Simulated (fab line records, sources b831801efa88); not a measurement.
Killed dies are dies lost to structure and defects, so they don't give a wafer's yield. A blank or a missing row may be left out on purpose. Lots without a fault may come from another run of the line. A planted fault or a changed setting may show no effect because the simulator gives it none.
fab line records | flow gf180mcu | part 2 of 2: steps 29 to 40 of 40
record lots=5 wafers=15 last_day=31
route steps=602 shown HV_LDD@218 NSD@235 PSD@248
lots that met no fault: from a run of the same line without faults
start_h: hours from the record's first day to the start of the lot's first wafer shown | wait_h: hours since the lot's step before | " the same as in the row above | L1.1+2: a row that stands for several wafers | - no value, or no start given | * or withheld: withheld | < > ~ a bound
route shown NAME@n: a module of which the file shows steps, and the number in the route of the first | usual: mean/standard deviation of fault-free wafers | same: alike in all rows | chamber/n: place in a boat | sites: the reading at each site | _std_site: their standard deviation | _edge_site: outer sites' mean less inner sites' | radius_mm: how far each site lies from the wafer's centre | mask NAME#n: copy n | behind: the tool/chamber that last shaped the wafer | hold: why the lot was held/for how many hours/how that ended | device: the transistor (n, p or np) that didn't switch | end of line: the same wafers' tests at the end of the route | a step without rows: its recipe alone | killed: dies lost to structure and defects at the first sort, not the wafer's yield | map: a wafer's dies, x killed, . not, _ none there
set.NAME: the setting as run; set.NAME@STEP: as run at that earlier step | model.NAME: the simulator's own value behind a step, which no gauge read
lots at some steps of the route; a table a step, a row a wafer
services: from which hour (start_h, from the record's first day; less than 0 if before it) a tool's chamber was out of use, for how many hours, and why
## steps
# step GF_NSD_STRIP_11
# recipe chemistry=O2/N2 power_w=1400 pressure_mtorr=1500 platen_temp_c=250 o2_flow_sccm=3000 n2_flow_sccm=300 overash_fraction=0.5
# usual drypump_motor_current_A=5.8/0.51 heater_power_w=307/28 oes_product_au=0.489/0.0045 strip_time_to_endpoint_s=23.07/0.042
# columns lot.wafer tool chamber start_h wait_h drypump_motor_current_A heater_power_w oes_product_au rf_hours_counter_h strip_time_to_endpoint_s
L076.2 plasma_asher-04 1 317.16 0.1 6.3 320 0.490 67 23.12
L076.3 " 0 " " 6.2 339 0.488 - 23.05
L076.6 " 0 " " 6.3 330 0.488 - 23.13
L080.1 plasma_asher-03 1 347.06 0.1 5.1 297 0.488 73 23.06
L080.4 " 1 " " 5.1 299 0.486 - 23.03
L080.6 " 1 " " 5.1 293 0.502 - 23.04
L082.2 plasma_asher-03 1 365.81 0.1 5.1 299 0.488 75 23.03
L082.3 " 0 " " 5.9 309 0.496 - 22.99
L082.4 " 1 " " 5.1 292 0.486 - 23.03
L084.1 plasma_asher-01 0 379.06 0.1 6.2 241 0.490 27 23.08
L084.5 " 0 " " 6.2 251 0.488 - 23.10
L084.6 " 1 " " 5.1 331 0.492 - 23.12
L085.2 plasma_asher-03 0 394.61 0.1 5.9 319 0.484 78 23.11
L085.4 " 1 " " 5.1 292 0.485 - 23.11
L085.6 " 1 " " 5.1 299 0.489 - 23.12
# step GF_NSD_TW_MEAS_12
# usual NSD_TW=4286/65
# columns lot.wafer tool chamber start_h wait_h NSD_TW
L076.2 film_metro-03 - 317.27 0.1 4323
L076.3 " - " " 4320
L076.6 " - " " 4344
L080.1 film_metro-01 - 347.16 0.1 4222
L080.4 " - " " 4218
L080.6 " - " " 4218
L082.2 film_metro-03 - 365.92 0.1 4379
L082.3 " - " " 4366
L082.4 " - " " 4373
L084.1 film_metro-01 - 379.16 0.1 4262
L084.5 " - " " 4278
L084.6 " - " " 4293
L085.2 film_metro-03 - 394.72 0.1 4285
L085.4 " - " " 4281
L085.6 " - " " 4274
# step GF_PSD_DEHYDRATE_00
# recipe temp_c=200 time_s=60
# columns lot.wafer tool chamber start_h wait_h
L076.2+3+6 litho_track-03 0 327.18 9.9
L080.1+4+6 litho_track-02 0 357.20 10.0
L082.2+3+4 litho_track-04 0 376.53 10.6
L084.1+5+6 litho_track-04 0 389.95 10.8
L085.2+4+6 litho_track-04 0 405.23 10.5
# step GF_PSD_HMDS_01
# recipe prime_time_s=60 prime_temp_c=120
# usual prime_temp_c=120.00/0.13
# columns lot.wafer tool chamber start_h wait_h prime_temp_c
L076.2 litho_track-03 0 327.33 0.1 119.86
L076.3 " 0 " " 119.95
L076.6 " 0 " " 119.85
L080.1 litho_track-02 0 357.35 0.1 120.12
L080.4 " 0 " " 120.00
L080.6 " 0 " " 119.99
L082.2 litho_track-04 0 376.68 0.1 119.73
L082.3 " 0 " " 120.09
L082.4 " 0 " " 119.86
L084.1 litho_track-04 0 390.10 0.1 119.91
L084.5 " 0 " " 119.97
L084.6 " 0 " " 120.07
L085.2 litho_track-04 0 405.38 0.1 120.08
L085.4 " 0 " " 119.96
L085.6 " 0 " " 120.22
# step GF_PSD_COAT_02
# recipe resist=NOVOLAK spin_rpm=3000 resist_thk_nm=1000
# columns lot.wafer tool chamber start_h wait_h
L076.2+3+6 litho_track-03 0 327.48 0.1
L080.1+4+6 litho_track-02 0 357.50 0.1
L082.2+3+4 litho_track-04 0 376.83 0.1
L084.1+5+6 litho_track-04 0 390.25 0.1
L085.2+4+6 litho_track-04 0 405.53 0.1
# step GF_PSD_SOFTBAKE_03
# recipe temp_c=90 time_s=61.61 resist=NOVOLAK
# usual plate_sensor_t_centre_C=90.758/0.011 plate_sensor_t_edge_C=90.829/0.01
# columns lot.wafer tool chamber start_h wait_h plate_sensor_t_centre_C plate_sensor_t_edge_C
L076.2 litho_track-03 0 327.63 0.1 90.758 90.821
L076.3 " 0 " " 90.766 90.821
L076.6 " 0 " " 90.745 90.813
L080.1 litho_track-02 0 357.65 0.1 90.748 90.819
L080.4 " 0 " " 90.762 90.820
L080.6 " 0 " " 90.771 90.818
L082.2 litho_track-04 0 376.98 0.1 90.779 90.831
L082.3 " 0 " " 90.767 90.830
L082.4 " 0 " " 90.784 90.803
L084.1 litho_track-04 0 390.40 0.1 90.753 90.845
L084.5 " 0 " " 90.758 90.811
L084.6 " 0 " " 90.757 90.807
L085.2 litho_track-04 0 405.68 0.1 90.757 90.846
L085.4 " 0 " " 90.757 90.829
L085.6 " 0 " " 90.757 90.835
# step GF_PSD_EXPOSE_04
# recipe mask_id=Pplus target_cd_nm=400 na=0.6 source_shape=conventional sigma_outer=0.6 dose_mj=140
# usual exposure_dose_mJ_cm2=139.92/0.16
# columns lot.wafer tool chamber start_h wait_h mask exposure_dose_mJ_cm2
L076.2 iline_stepper-02 0 - - Pplus#0 139.77
L076.3 " 0 " " Pplus#0 139.88
L076.6 " 0 " " Pplus#0 139.69
L080.1 iline_stepper-02 0 - - Pplus#0 140.05
L080.4 " 0 " " Pplus#0 139.80
L080.6 " 0 " " Pplus#0 139.81
L082.2 iline_stepper-01 0 - - Pplus#0 139.79
L082.3 " 0 " " Pplus#0 139.67
L082.4 " 0 " " Pplus#0 140.06
L084.1 iline_stepper-02 0 - - Pplus#0 139.87
L084.5 " 0 " " Pplus#0 140.05
L084.6 " 0 " " Pplus#0 139.89
L085.2 iline_stepper-02 0 - - Pplus#0 140.08
L085.4 " 0 " " Pplus#0 140.19
L085.6 " 0 " " Pplus#0 140.00
# step GF_PSD_PEB_05
# recipe temp_c=withheld time_s=* resist=NOVOLAK
# columns lot.wafer tool chamber start_h wait_h
L076.2+3+6 litho_track-03 0 - -
L080.1+4+6 litho_track-03 0 - -
L082.2+3+4 litho_track-02 0 - -
L084.1+5+6 litho_track-04 0 - -
L085.2+4+6 litho_track-02 0 - -
# step GF_PSD_DEVELOP_06
# recipe develop_time_s=60 dev_temp_c=23
# columns lot.wafer tool chamber start_h wait_h
L076.2+3+6 litho_track-03 0 337.93 0.1
L080.1+4+6 litho_track-03 0 368.56 0.1
L082.2+3+4 litho_track-02 0 388.27 0.1
L084.1+5+6 litho_track-04 0 401.70 0.1
L085.2+4+6 litho_track-02 0 417.52 0.1
# step GF_PSD_CD_MEAS_07
# recipe target_cd_nm=400
# usual cd_nm=400.0/2
# columns lot.wafer tool chamber start_h wait_h cd_nm
L076.2 cd_sem-02 - 338.08 0.1 402.6
L076.3 " - " " 404.6
L076.6 " - " " 401.9
L080.1 cd_sem-01 - 368.71 0.1 399.7
L080.4 " - " " 400.8
L080.6 " - " " 400.3
L082.2 cd_sem-01 - 388.42 0.1 396.4
L082.3 " - " " 395.9
L082.4 " - " " 396.9
L084.1 cd_sem-01 - 401.85 0.1 400.1
L084.5 " - " " 399.9
L084.6 " - " " 402.2
L085.2 cd_sem-02 - 417.67 0.1 397.5
L085.4 " - " " 396.8
L085.6 " - " " 396.8
# step GF_PSD_OVL_MEAS_08
# usual PSD_OVL=0.3/1.2
# columns lot.wafer tool chamber start_h wait_h PSD_OVL[nm]
L076.2 overlay-01 - 338.18 0.1 0.2
L076.3 " - " " 1.1
L076.6 " - " " -0.9
L080.1 overlay-01 - 368.83 0.1 -1.1
L080.4 " - " " -0.1
L080.6 " - " " -1.0
L082.2 overlay-01 - 388.52 0.1 -1.0
L082.3 " - " " 0.1
L082.4 " - " " 0.4
L084.1 overlay-01 - 401.97 0.1 -1.8
L084.5 " - " " -1.1
L084.6 " - " " -0.5
L085.2 overlay-02 - 417.77 0.1 -1.0
L085.4 " - " " -0.1
L085.6 " - " " 0.3
# step GF_PSD_IMPLANT_09
# recipe species=BF2 energy_kev=40 dose_cm2=1.5e+15 tilt_deg=7
# usual faraday_current_uA=8266/160
# columns lot.wafer tool chamber start_h wait_h faraday_current_uA
L076.2 implanter-02 0 338.24 0.0 8505
L076.3 " 0 " " 8398
L076.6 " 0 " " 8165
L080.1 implanter-02 0 368.86 0.0 8314
L080.4 " 0 " " 8374
L080.6 " 0 " " 8348
L082.2 implanter-03 0 388.58 0.0 8312
L082.3 " 0 " " 8093
L082.4 " 0 " " 8226
L084.1 implanter-01 0 402.01 0.0 8368
L084.5 " 0 " " 8223
L084.6 " 0 " " 8220
L085.2 implanter-01 0 417.83 0.0 8104
L085.4 " 0 " " 8149
L085.6 " 0 " " 8491
## services
# columns tool chamber start_h hours kind
rie_diel-03 - 266.59 6.8 repair
plasma_asher-02 - 272.93 4.9 repair
implanter-01 - 277.72 2.4 repair
iline_stepper-01 - 295.88 1.7 pm
implanter-02 - 296.39 3.3 repair
wet_bench-03 - 301.85 0.8 repair
rie_diel-01 0 308.10 7.7 repair
rie_diel-03 - 308.63 2.8 pm
rie_diel-03 2 312.04 2.1 repair
implanter-03 - 325.69 3.1 repair
implanter-01 - 332.24 3.6 repair
implanter-04 - 337.61 1.8 repair
iline_stepper-02 - 344.89 2.1 pm
implanter-03 - 347.02 2.0 pm
rie_diel-01 0 349.77 5.7 repair
implanter-02 - 350.41 3.9 pm
wet_bench-03 - 358.45 1.9 pm
iline_stepper-02 - 371.52 8.9 pm
iline_stepper-02 - 380.77 1.7 pm
plasma_asher-02 - 381.10 25.7 repair
plasma_asher-03 - 396.13 0.4 repair
iline_stepper-01 - 396.88 16.1 repair
implanter-03 - 399.27 4.8 repair
implanter-01 - 404.92 4.3 pm
